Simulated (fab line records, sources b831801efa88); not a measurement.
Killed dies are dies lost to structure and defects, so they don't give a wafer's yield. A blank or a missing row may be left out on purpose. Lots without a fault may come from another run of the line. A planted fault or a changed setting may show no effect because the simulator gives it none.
A struck lot beside a sound one | flow gf180mcu | 14 steps out of a route of 602
Sound: wafers L284.1, L284.4, L284.6. Struck: wafers L297.3, L297.4, L297.5. The cause comes at the end.
At each step with rows: each side's tool, then ch and its chambers, then its first start. Under that, the readings that differ: sound wafers | struck wafers | difference of the means | sigmas: that difference in standard deviations of wafers without a fault.
alike: readings whose means differ by less than 2 such deviations, and words and numbers that are the same on both sides. not compared: withheld readings, readings that some wafer has no value for, bounds like >300 that may hide the same value, and numbers for which the record gives no deviation and whose values overlap.
The two part at a step that has a row with sigmas, a row that says differs or no value, or rows on one side only. Numbers that don't overlap but have no deviation are shown without sigmas and don't part them. A reading that every wafer of one side lacks parts them only if that side has two wafers or more.

GF_CONTACT_CMP_27: polishes, stops on SiO2, t overpolish 15 s, target thk 0 nm.
  sound on cmp-02 ch 0,1,2, day 16 10:10; struck on cmp-02 ch 0,1,2, day 21 07:05
  alike: motor_current_A, overpolish_run_s, slurry_flow_ml_min, time_to_endpoint_s
GF_M1_SPUTTER_00: material Ti, target thk 37.5 nm, time 150 s.
  sound on pvd_sputter-04, day 16 10:28; struck on pvd_sputter-02, day 21 07:23
  alike: throttle_valve_pct
GF_M1_SPUTTER_01: material TiN, target thk 30 nm, time 25 s.
  sound on pvd_sputter-04, day 16 10:34; struck on pvd_sputter-02, day 21 07:29
  alike: throttle_valve_pct
then, 1 step without rows for these wafers: GF_M1_SPUTTER_02 (material AlCu, target thk 450 nm, time 23.9 s).
GF_M1_SPUTTER_03: material Ti, target thk 10 nm, time 6.7 s.
  sound on pvd_sputter-04, day 16 10:38; struck on pvd_sputter-02, day 21 07:33
  alike: throttle_valve_pct
GF_M1_SPUTTER_04: material TiN, target thk 50 nm, time 41.7 s.
  sound on pvd_sputter-04, day 16 10:39; struck on pvd_sputter-02, day 21 07:34
  alike: throttle_valve_pct
GF_M1_RS_MEAS_05: measures by four-point-probe.
  sound on film_metro-03, day 16 10:41; struck on film_metro-02, day 21 07:39
  alike: M1_ALCU_RS
GF_M1_THK_MEAS_06: measures by xrf.
  sound on film_metro-03, day 16 10:49; struck on film_metro-02, day 21 07:45
  alike: M1_ALCU_THK
then, 4 steps without rows for these wafers: GF_M1_DEHYDRATE_07 (time 60 s); GF_M1_HMDS_08 (prime time 60 s); GF_M1_COAT_09 (resist thk 1000 nm); GF_M1_SOFTBAKE_10 (time 60 s).
GF_M1_EXPOSE_11: exposes mask Metal1, target cd 230 nm.
  sound on krf_scanner-01 ch 0, day 16 22:25; struck on krf_scanner-01, day 21 20:01
  no value came back on the struck wafers for exposure_dose_mJ_cm2, focus_offset_nm (nm), stage_vel_mm_s (mm/s); on the sound wafers exposure_dose_mJ_cm2 reads 28.019 28.006 27.985
  alike: mask
then, 1 step without rows for these wafers: GF_M1_PEB_12 (peb time 90 s).

WHERE THEY PART
Only at GF_M1_EXPOSE_11, within this record.

WHY: what the simulator had put in
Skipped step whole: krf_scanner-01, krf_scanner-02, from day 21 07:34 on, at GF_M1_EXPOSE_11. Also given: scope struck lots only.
